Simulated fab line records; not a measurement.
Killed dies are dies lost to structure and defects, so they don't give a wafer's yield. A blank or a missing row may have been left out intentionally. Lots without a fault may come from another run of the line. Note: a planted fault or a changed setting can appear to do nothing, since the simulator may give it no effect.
Which of the tools did it?    flow sky130    Sampling: 11 lots, 33 wafers, 3 of 708 route steps

== WHAT THE GAUGES READ, wafer by wafer ==
SKY_LI_CONTACT_BOW_MEAS_03.
lot   measured      on             LI_CONTACT_BOW (um)
L909  day 29 20:00  film_metro-04  51 51 59
L910  day 30 00:28  film_metro-03  51 54 48
L913  day 30 15:42  film_metro-03  55 41 66
L916  day 30 17:26  film_metro-04  58 48 60
L918  day 30 19:03  film_metro-04  59 67 50 - - -
L919  day 30 23:23  film_metro-02  71 48 60 - - -
L922  day 36 07:04  film_metro-02  59 49 66
L927  day 36 20:30  film_metro-03  60 51 50
L928  day 37 00:35  film_metro-03  60 50 60
L931  day 37 04:23  film_metro-02  66 60 64
L930  day 37 06:48  film_metro-04  63 52 49

SKY_LI_CONTACT_OVL_MEAS_13.
lot   measured      on          LI_CONTACT_OVL (nm)
L909  day 31 00:13  overlay-01  -6 -5 -3
L910  day 31 04:19  overlay-01  6 -2 3
L913  day 31 19:43  overlay-02  -2 -4 1
L916  day 31 20:48  overlay-02  8 2 1
L918  day 31 22:44  overlay-02  -1 -9 -5
L919  day 32 03:02  overlay-01  7 3 7
L922  day 37 10:28  overlay-02  -6 -2 -3
L927  day 37 23:31  overlay-02  10 11 2
L928  day 38 03:46  overlay-02  -1 3 6
L931  day 38 08:16  overlay-02  1 -1 -1
L930  day 38 10:34  overlay-01  6 -1 2

== EACH LOT AND THE TOOL THAT RAN IT (in order: tool; ch and the chambers of the sampled wafers; start) ==
lot   SKY_LI_CONTACT_CMP_02
L909  cmp-02 ch 0,2,3, day 29 19:48
L910  cmp-01 ch 0,1,2, day 30 00:12
L913  cmp-02 ch 0,2,3, day 30 15:24
L916  cmp-01 ch 0,1,2, day 30 17:08
L918  cmp-02 ch 1,2,3, day 30 18:45
L919  cmp-02 ch 0,2,3, day 30 23:07
L922  cmp-02 ch 0,3, day 36 06:48
L927  cmp-02 ch 1,2,3, day 36 20:15
L928  cmp-02 ch 2,3, day 37 00:20
L931  cmp-02 ch 0,1,3, day 37 04:05
L930  cmp-02 ch 0,2,3, day 37 06:28
- SKY_LI_CONTACT_CMP_02: polishes PSG.

== AS READ BY THE TOOLS THEMSELVES (means over the sampled wafers that have a number; for cases with no such wafer, the mark the record gives instead) ==
SKY_LI_CONTACT_CMP_02.
lot   tool    motor_current_A (A)  platen_rpm (rpm)  time_to_endpoint_s (s)
L909  cmp-02  12.7                 59.99             28
L910  cmp-01  12.7                 60.02             34
L913  cmp-02  12.3                 59.98             37
L916  cmp-01  12.7                 60.01             33
L918  cmp-02  12.2                 60.04             28
L919  cmp-02  12.4                 60.03             28
L922  cmp-02  11.8                 60.03             31
L927  cmp-02  12.7                 60.00             31
L928  cmp-02  12.7                 59.97             30
L931  cmp-02  12.1                 60.01             35
L930  cmp-02  12.3                 59.99             32

== THE ANSWER, worked out from the rows above alone ==
Rule: the lots themselves supply what counts as usual. The widest of any qualifying gaps counts: lots, ordered by their means at a reading, are off when they make up no more than a third of the lots, leave a main group of 4 or more, and stand apart from it by 3 or more times the standard deviation of that group's means. The tables above print the reading to a certain number of digits; a main group whose means all agree to those digits is not used. A lot without any number at a reading at which 4 lots or more have one is off too. Where the step has rows for the other lots, those lots are counted as sound. Order of review: gauges by route order, followed by the tools' own readings, for which a lot's mean as printed above is used. The first step at which some lot is off is used, and at that step the reading that is off furthest; a lot without a number counts as furthest.
Across all readings shown, no lot is off: no conclusion can be drawn from this.

== WHAT WAS PUT IN BY THE SIMULATOR ==
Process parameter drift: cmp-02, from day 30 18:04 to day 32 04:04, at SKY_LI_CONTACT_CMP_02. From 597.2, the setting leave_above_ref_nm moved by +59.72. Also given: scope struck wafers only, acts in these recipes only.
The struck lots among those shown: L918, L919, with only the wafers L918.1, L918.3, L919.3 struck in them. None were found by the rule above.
